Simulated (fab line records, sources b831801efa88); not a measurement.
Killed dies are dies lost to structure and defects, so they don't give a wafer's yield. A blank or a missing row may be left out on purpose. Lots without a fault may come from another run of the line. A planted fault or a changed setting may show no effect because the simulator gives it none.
Chamber matching | flow gf180mcu | GF_V1_CMP_04 on cmp-02: 4 sister chambers
The step polishes SiO2. 8 wafers are shown with their chamber, then 10 later ones without.

WAFERS WITH THEIR CHAMBER
wafer  | chamber | motor_current_A (A) | time_to_endpoint_s (s)
L431.3 | 2       | 11.8                | 75
L442.1 | 0       | 12.3                | 77
L442.6 | 3       | 12.2                | 86
L443.1 | 0       | 12.8                | 83
L443.2 | 2       | 12.4                | 84
L443.5 | 3       | 12.2                | 88
L444.1 | 1       | 11.6                | 81
L444.5 | 1       | 11.4                | 81

WAFERS WITHOUT THEIR CHAMBER
wafer  | motor_current_A (A) | time_to_endpoint_s (s)
L444.6 | 12.3                | 88
L445.1 | 13.2                | 72
L445.2 | 11.7                | 79
L445.4 | 11.8                | 78
L446.1 | 11.4                | 79
L446.2 | 11.8                | 80
L446.3 | 12.8                | 81
L447.1 | 12.2                | 82
L447.5 | 11.6                | 78
L447.6 | 11.9                | 85

WHICH CHAMBER EACH WENT THROUGH
wafer  | from the rows above               | in truth
L444.6 | can't be placed: 3 or 0 or 2      | 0
L445.1 | can't be placed: 0 or 2           | 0
L445.2 | can't be placed: 1 or 2 or 3      | 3
L445.4 | can't be placed: 2 or 1 or 0 or 3 | 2
L446.1 | can't be placed: 1 or 2           | 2
L446.2 | can't be placed: 2 or 1 or 3 or 0 | 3
L446.3 | can't be placed: 0 or 2 or 3      | 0
L447.1 | can't be placed: 2 or 3 or 0 or 1 | 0
L447.5 | can't be placed: 1 or 2           | 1
L447.6 | can't be placed: 3 or 2 or 1 or 0 | 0
Placed correctly: 0 of 10. Can't be placed from these rows: 10 (the true chamber is among the candidates in 10). Placed wrongly: 0.
How it was worked out, from the rows above alone: a wafer's distance from a chamber is the root of the sum, over the readings, of the square of ((its reading less the chamber's mean) divided by the reading's scatter). The wafer belongs to the nearest chamber; if the next one is less than 2 further off, it can't be placed. A chamber's mean is the mean of its shown wafers. The scatter: the root of (the sum of the squares of (reading less its chamber's mean) over the shown wafers, divided by (wafers less chambers)).
